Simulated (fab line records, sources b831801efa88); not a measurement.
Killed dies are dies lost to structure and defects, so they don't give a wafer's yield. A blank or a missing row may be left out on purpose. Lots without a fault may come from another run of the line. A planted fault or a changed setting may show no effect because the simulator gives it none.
fab line records | flow sky130
record lots=6 wafers=18 last_day=50
route steps=708 shown METAL2@506 VIA2@507 PAD_OPEN@708
lots that met no fault: from a run of the same line without faults
start_h: hours from the record's first day to the start of the lot's first wafer shown | wait_h: hours since the lot's step before | " the same as in the row above | L1.1+2: a row that stands for several wafers | - no value, or no start given | * or withheld: withheld | < > ~ a bound
route shown NAME@n: a module of which the file shows steps, and the number in the route of the first | usual: mean/standard deviation of fault-free wafers | same: alike in all rows | chamber/n: place in a boat | sites: the reading at each site | _std_site: their standard deviation | _edge_site: outer sites' mean less inner sites' | radius_mm: how far each site lies from the wafer's centre | mask NAME#n: copy n | behind: the tool/chamber that last shaped the wafer | hold: why the lot was held/for how many hours/how that ended | device: the transistor (n, p or np) that didn't switch | end of line: the same wafers' tests at the end of the route | a step without rows: its recipe alone | killed: dies lost to structure and defects at the first sort, not the wafer's yield | map: a wafer's dies, x killed, . not, _ none there
set.NAME: the setting as run; set.NAME@STEP: as run at that earlier step | model.NAME: the simulator's own value behind a step, which no gauge read
lots at some steps of the route; a table a step, a row a wafer
services: from which hour (start_h, from the record's first day; less than 0 if before it) a tool's chamber was out of use, for how many hours, and why
## steps
# step SKY_METAL2_CLEAN_23
# recipe chemistry=O3/DIW dry=n2_spin
# step SKY_VIA2_HDPCVD_00
# recipe material=SiO2 target_thk_nm=1180 sigma_open_frac=0.3 time_s=196.7 temp_c=400 sih4_flow_sccm=60 pressure_mtorr=6
# step SKY_VIA2_THK_MEAS_01
# recipe reads=SiO2_of_VIA2_HDPCVD_00
# usual VIA2_HDPCVD_THK=1182/14
# columns lot.wafer tool chamber start_h wait_h VIA2_HDPCVD_THK[nm]
L970.3 film_metro-03 - 856.12 0.1 1181
L970.4 " - " " 1187
L970.6 " - " " 1187
L975.1 film_metro-02 - 873.72 0.1 1196
L975.2 " - " " 1209
L975.5 " - " " 1214
L980.2 film_metro-02 - 936.55 0.1 1173
L980.4 " - " " 1187
L980.5 " - " " 1175
L982.2 film_metro-03 - 938.85 0.1 1184
L982.5 " - " " 1190
L982.6 " - " " 1211
L984.2 film_metro-01 - 941.55 0.1 1196
L984.4 " - " " 1197
L984.6 " - " " 1193
L991.1 film_metro-02 - 991.44 0.1 1185
L991.2 " - " " 1177
L991.3 " - " " 1175
# step SKY_VIA2_CMP_02
# recipe material=SiO2 down_force_psi=4 platen_rpm=60 pad_velocity_m_s=0.94248
# usual motor_current_A=12.8/1.2
# columns lot.wafer tool chamber start_h wait_h motor_current_A
L970.4 cmp-01 0 856.16 0.0 11.3
L970.3 " 3 " " 11.8
L970.6 " 1 " " 12.8
L975.2 cmp-01 2 873.78 0.0 13.6
L975.1 " 1 " " 13.6
L975.5 " 3 " " 11.3
L980.4 cmp-02 3 936.70 0.1 13.9
L980.2 " 0 " " 15.1
L980.5 " 2 " " 12.0
L982.2 cmp-02 3 939.13 0.3 14.3
L982.5 " 1 " " 12.5
L982.6 " 2 " " 12.4
L984.4 cmp-01 2 941.60 0.0 12.9
L984.2 " 0 " " 11.1
L984.6 " 3 " " 11.2
L991.1 cmp-01 1 991.60 0.2 13.1
L991.3 " 3 " " 11.5
L991.2 " 0 " " 11.2
# step SKY_VIA2_BOW_MEAS_03
# recipe mode=bow
# usual VIA2_BOW=86/7.1
# columns lot.wafer tool chamber start_h wait_h VIA2_BOW[um]
L970.3 film_metro-03 - 856.50 0.1 92
L970.4 " - " " 77
L970.6 " - " " 101
L975.1 film_metro-01 - 874.08 0.1 79
L975.2 " - " " 74
L975.5 " - " " 79
L980.2 film_metro-03 - 936.92 0.1 86
L980.4 " - " " 88
L980.5 " - " " 83
L982.2 film_metro-03 - 939.35 0.2 83
L982.5 " - " " 91
L982.6 " - " " 83
L984.2 film_metro-03 - 941.92 0.2 92
L984.4 " - " " 81
L984.6 " - " " 85
L991.1 film_metro-01 - 991.90 0.2 89
L991.2 " - " " 89
L991.3 " - " " 82
# step SKY_VIA2_DEHYDRATE_04
# recipe temp_c=200 time_s=60
# step SKY_VIA2_HMDS_05
# recipe prime_time_s=60 prime_temp_c=120
# step SKY_VIA2_COAT_06
# recipe resist=BARC temp_c=withheld time_s=withheld spin_rpm=3000 resist_thk_nm=60
# step SKY_VIA2_COAT_07
# recipe resist=KrF-thick spin_rpm=3000 resist_thk_nm=450
# step SKY_VIA2_SOFTBAKE_08
# recipe temp_c=100 time_s=90 resist=KrF-thick
# step SKY_VIA2_EXPOSE_09
# recipe mask_id=VIM2 na=0.8 source_shape=annular sigma_inner=0.55 sigma_outer=0.85 target_cd_nm=200 dose_mj=38
# step SKY_VIA2_PEB_10
# recipe peb_temp_c=withheld peb_time_s=withheld resist=KrF-thick
# step SKY_VIA2_DEVELOP_11
# recipe develop_time_s=60 resist=KrF-thick dev_temp_c=21
# usual chill_plate_temp_C=23.00/0.093 developer_temp_C=21.00/0.11 resist_line_temp_C=23.01/0.11
# columns lot.wafer tool chamber start_h wait_h chill_plate_temp_C developer_temp_C resist_line_temp_C
L970.3 litho_track-04 0 882 - 23.02 21.24 22.87
L970.4 " 0 " " 22.98 21.01 23.02
L970.6 " 0 " " 22.97 21.20 22.92
L975.1 litho_track-03 0 898 - 22.92 20.96 23.02
L975.2 " 0 " " 22.88 20.87 23.13
L975.5 " 0 899 - 22.97 20.97 22.92
L980.2 litho_track-03 0 960 - 23.03 21.02 23.17
L980.4 " 0 " " 22.92 21.12 23.05
L980.5 " 0 " " 22.99 21.08 22.93
L982.2 litho_track-03 0 964 - 23.01 21.10 22.91
L982.5 " 0 " " 22.93 21.01 22.82
L982.6 " 0 " " 22.92 20.89 23.05
L984.2 litho_track-02 0 966 - 23.01 21.02 23.10
L984.4 " 0 " " 22.96 21.03 22.97
L984.6 " 0 " " 22.97 20.85 23.23
L991.1 litho_track-02 0 1014 - 23.06 20.88 23.34
L991.2 " 0 " " 23.13 21.09 23.31
L991.3 " 0 " " 23.05 21.08 23.33
# step SKY_VIA2_CD_MEAS_12
# recipe target_cd_nm=200
# usual cd_nm=200.1/1.4
# columns lot.wafer tool chamber start_h wait_h cd_nm
L970.3 cd_sem-01 - 882.57 - 200.1
L970.4 " - " " 199.2
L970.6 " - " " 198.8
L975.1 cd_sem-02 - 899.10 - 200.0
L975.2 " - " " 199.7
L975.5 " - " " 200.6
L980.2 cd_sem-01 - 960.92 - 193.2
L980.4 " - " " 193.7
L980.5 " - " " 194.9
L982.2 cd_sem-02 - 964.17 - 195.8
L982.5 " - " " 196.0
L982.6 " - " " 197.1
L984.2 cd_sem-02 - 966.26 - 198.4
L984.4 " - " " 199.1
L984.6 " - " " 198.7
L991.1 cd_sem-02 - 1014.64 - 200.8
L991.2 " - " " 202.5
L991.3 " - " " 200.7
# step SKY_VIA2_OVL_MEAS_13
# usual VIA2_OVL=-2/5.4
# columns lot.wafer tool chamber start_h wait_h VIA2_OVL[nm]
L970.3 overlay-02 - 882.66 0.1 -2
L970.4 " - " " -7
L970.6 " - " " -3
L975.1 overlay-01 - 899.22 0.1 2
L975.2 " - " " 3
L975.5 " - " " 3
L980.2 overlay-02 - 961.02 0.1 -7
L980.4 " - " " -3
L980.5 " - " " -5
L982.2 overlay-01 - 964.27 0.1 0
L982.5 " - " " -2
L982.6 " - " " 0
L984.2 overlay-02 - 966.37 0.1 -3
L984.4 " - " " -8
L984.6 " - " " -4
L991.1 overlay-01 - 1014.76 0.1 -5
L991.2 " - " " -1
L991.3 " - " " -6
# step SKY_VIA2_ETCH_14
# recipe chemistry=N2/H2 target=BARC ion_energy_ev=200 source_w=500 bias_w=100 pressure_mtorr=30 n2_flow_sccm=100 h2_flow_sccm=200 stop_on=SiO2 time_s=45.9 target_depth_a=600
# usual drypump_motor_current_A=5.6/0.57 oes_product_au=0.854/0.0042 rf_fwd_power_W=495.3/2.1 throttle_valve_pct=13.224/0.0089
# columns lot.wafer tool chamber start_h wait_h drypump_motor_current_A oes_product_au rf_fwd_power_W rf_hours_counter_h throttle_valve_pct model.VIA2.cd_nm
L970.3 rie_diel-04 2 882.71 0.0 5.7 0.853 493.6 - 13.210 200.2
L970.4 " 3 " " 6.3 0.858 494.1 - 13.229 200.1
L970.6 " 3 " " 6.3 0.860 493.6 - 13.212 199.6
L975.1 rie_diel-03 1 899.25 0.0 6.0 0.858 492.5 15 13.229 199.6
L975.2 " 0 " " 4.6 0.861 496.8 14 13.217 200.4
L975.5 " 0 " " 4.7 0.855 497.8 - 13.215 201.4
L980.2 rie_diel-02 0 961.05 0.0 5.6 0.852 494.3 19 13.219 193.4
L980.4 " 3 " " 6.2 0.855 493.7 17 13.214 193.3
L980.5 " 2 " " 4.7 0.852 496.4 - 13.229 194.5
L982.2 rie_diel-04 3 964.30 0.0 6.3 0.860 496.0 20 13.212 195.6
L982.5 " 1 " " 4.8 0.851 497.3 - 13.234 194.6
L982.6 " 0 " " 6.4 0.849 496.0 - 13.222 196.2
L984.2 rie_diel-03 3 966.40 0.0 5.5 0.853 496.9 21 13.216 198.2
L984.4 " 0 " " 4.7 0.856 497.9 - 13.211 199.9
L984.6 " 3 " " 5.5 0.863 496.7 - 13.229 198.6
L991.1 rie_diel-03 2 1014.80 0.0 5.3 0.855 491.1 13 13.223 201.1
L991.2 " 3 " " 5.6 0.855 496.2 23 13.240 203.6
L991.3 " 1 " " 6.0 0.847 490.8 19 13.221 201.1
# step SKY_VIA2_ETCH_15
# recipe target=SiO2 chemistry=C4F8/O2/Ar target_depth_nm=546 stop_on=TiN mask_material=KrF-thick source_w=1500 bias_w=1200 pressure_mtorr=40 c4f8_flow_sccm=withheld O2_flow_sccm=6 Ar_flow_sccm=300 time_s=84
# usual oes_product_au=0.941/0.0049 rf_fwd_power_W=1491/5.9
# columns lot.wafer tool chamber start_h wait_h oes_product_au rf_fwd_power_W rf_hours_counter_h model.VIA2.cd_nm
L970.3 rie_diel-04 2 882.78 0.1 0.940 1489 - 200.1
L970.4 " 3 " " 0.953 1496 - 202.4
L970.6 " 3 " " 0.937 1488 - 202.2
L975.1 rie_diel-03 1 899.30 0.0 0.939 1489 15 201.9
L975.2 " 0 " " 0.935 1493 14 200.4
L975.5 " 0 " " 0.944 1500 - 201.7
L980.2 rie_diel-02 0 961.10 0.0 0.934 1501 19 198.3
L980.4 " 3 " " 0.938 1497 17 195
L980.5 " 2 " " 0.944 1499 - 195
L982.2 rie_diel-04 3 964.35 0.0 0.935 1484 20 198.8
L982.5 " 1 " " 0.940 1498 - 193.8
L982.6 " 0 " " 0.953 1494 - 201.8
L984.2 rie_diel-03 3 966.44 0.0 0.944 1491 21 197.9
L984.4 " 0 " " 0.931 1494 - 199.9
L984.6 " 3 " " 0.946 1487 - 197.4
L991.1 rie_diel-03 2 1014.84 0.0 0.939 1486 13 192.1
L991.2 " 3 " " 0.938 1496 23 204.2
L991.3 " 1 " " 0.943 1478 19 202.6
# step SKY_VIA2_STRIP_16
# recipe chemistry=O2/N2 power_w=1400 pressure_mtorr=1500 platen_temp_c=withheld o2_flow_sccm=3000 n2_flow_sccm=300 overash_fraction=0.5
# usual drypump_motor_current_A=5.6/0.42 oes_product_au=0.398/0.0044 strip_time_to_endpoint_s=4.03/0.034
# columns lot.wafer tool chamber start_h wait_h drypump_motor_current_A oes_product_au rf_hours_counter_h strip_time_to_endpoint_s
L970.3 plasma_asher-01 0 882.88 0.1 5.9 0.402 - 4.00
L970.4 " 1 " " 6.0 0.396 - 4.03
L970.6 " 0 " " 5.9 0.401 - 4.00
L975.1 plasma_asher-02 1 899.36 0.0 5.5 0.403 16 4.03
L975.2 " 0 " " 5.8 0.395 16 4.06
L975.5 " 1 " " 5.5 0.391 - 4.04
L980.2 plasma_asher-01 1 961.16 0.0 5.9 0.399 53 4.01
L980.4 " 0 " " 6.0 0.397 - 4.05
L980.5 " 0 " " 5.9 0.405 - 4.05
L982.2 plasma_asher-01 1 964.41 0.0 6.0 0.404 53 4.01
L982.5 " 1 " " 6.0 0.398 - 4.03
L982.6 " 0 " " 5.9 0.395 - 4.04
L984.2 plasma_asher-01 1 966.50 0.0 6.0 0.396 54 4.04
L984.4 " 0 " " 6.0 0.393 - 4.02
L984.6 " 1 " " 5.9 0.394 - 4.00
L991.1 plasma_asher-01 0 1014.90 0.0 6.0 0.390 59 4.06
L991.2 " 1 " " 6.0 0.402 59 4.06
L991.3 " 0 " " 5.9 0.396 - 4.00
# step SKY_PAD_OPEN_PROBE_99
# usual defect_limited_yield=82.8/1.9 killed_at_M0_to_M3=43/7.3 killed_at_M4_up=3.6/1.9 killed_at_contacts=23/5.3 killed_at_front_end=15/4.5 killed_at_other=0.3/0.72 killed_dies=85/9.4 killed_open=46/6.7 killed_short=38/6.8 sort_bin_3_pad_short=0.8/0.36 sort_bin_5_function=10.1/1.3 sort_bin_6_memory=6.3/1.2 sort_n_pass=407/9.4 sort_yield_pct=82.8/1.9
# same gross_dies=492 killed_at_back_side=0 sort_bin_4_leakage[%]=0 sort_bin_8_speed[%]=0
# columns lot.wafer tool chamber start_h wait_h defect_limited_yield[%] killed_at_M0_to_M3 killed_at_M4_up killed_at_contacts killed_at_front_end killed_at_other killed_dies killed_open killed_short sort_bin_3_pad_short[%] sort_bin_5_function[%] sort_bin_6_memory[%] sort_n_pass sort_yield_pct[%]
L980.2 prober-02 - 1164.26 0.2 82.1 53 3 22 10 0 88 52 36 1.4 11.2 5.3 404 82.1
L982.2 prober-01 - 1166.11 0.1 80.1 51 2 23 22 0 98 54 44 0.6 12.0 7.3 394 80.1
L982.5 prober-01 - 1166.26 0.2 82.3 52 7 17 11 0 87 51 36 1.0 11.0 5.7 405 82.3
L982.6 prober-01 - 1166.31 0.2 85.6 40 1 19 10 1 71 33 37 1.0 7.5 5.9 421 85.6
# killed by level:class
L980.2 CONTACT:geometric_particle:open=12 VIA1:geometric_particle:open=12 VIA2:geometric_particle:open=10 VIA3:geometric_particle:open=6 METAL1:geometric_particle:short=6 VIA2:geometric_particle:short=5 VIA1:geometric_particle:short=5 POLY_GATE:geometric_particle:open=4
L982.2 METAL1:geometric_particle:short=13 CONTACT:geometric_particle:open=11 VIA1:geometric_particle:open=10 VIA2:geometric_particle:open=7 FIELD_ISO:geometric_particle:open=6 VIA3:geometric_particle:open=6 CONTACT:geometric_particle:short=5 VIA1:geometric_particle:short=5
L982.5 VIA1:geometric_particle:open=20 METAL1:geometric_particle:short=10 LI_CONTACT:geometric_particle:open=8 VIA3:geometric_particle:open=8 METAL4:geometric_particle:short=4 VIA2:geometric_particle:open=4 FIELD_ISO:geometric_particle:open=3 LI_CONTACT:geometric_particle:short=3
L982.6 VIA1:geometric_particle:open=9 CONTACT:geometric_particle:open=9 METAL1:geometric_particle:short=8 VIA1:geometric_particle:short=6 VIA3:geometric_particle:open=6 CONTACT:geometric_particle:short=4 VIA2:geometric_particle:open=4 FIELD_ISO:geometric_particle:short=3
## services
# columns tool chamber start_h hours kind
cmp-02 - 840.00 6.9 pm
rie_diel-04 1 843.26 50.2 repair
cmp-02 - 858.30 3.0 pm
cmp-01 - 861.34 4.4 pm
rie_diel-03 0 863.99 7.5 repair
rie_diel-04 0 877.94 16.6 repair
rie_diel-03 2 878.40 2.6 repair
cmp-02 - 878.64 1.5 repair
rie_diel-04 2 890.18 4.5 repair
cmp-01 - 900.26 4.1 repair
rie_diel-03 0 909.05 11.0 repair
cmp-02 - 912.38 4.0 pm
cmp-02 - 916.38 - consumable_replace:conditioner
cmp-02 - 916.38 - consumable_replace:pad
cmp-02 - 927.96 0.9 repair
rie_diel-03 2 933.68 50.7 repair
rie_diel-02 1 951.80 3.0 repair
plasma_asher-01 - 952.64 4.1 repair
plasma_asher-02 - 955.45 14.6 pm
rie_diel-04 0 967.30 8.1 repair
cmp-02 - 987.26 1.4 repair
rie_diel-04 3 1008.52 2.7 repair
## key
first_sign step=SKY_VIA2_CD_MEAS_12 reading=cd_nm direction=down sigmas=3.7 usual=200.1 struck=195.1
effect none on later readings
model_effect step=SKY_VIA2_ETCH_14 value=VIA2.cd_nm without=199.8 struck=194.6
model_effect step=SKY_VIA2_ETCH_15 value=VIA2.cd_nm without=202.4 struck=197.1
met_at SKY_VIA2_DEVELOP_11
struck_wafers L980.2,L980.4,L980.5,L982.2,L982.5,L982.6
also_fits SKY_VIA2_CMP_02:cmp-02
fault kind=process_parameter_drift tool=litho_track-03 chamber=- onset_h=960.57 steps=SKY_VIA2_DEVELOP_11 channel=develop_time_s offset=* shape=step end_h=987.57 acts_in=* stated=*
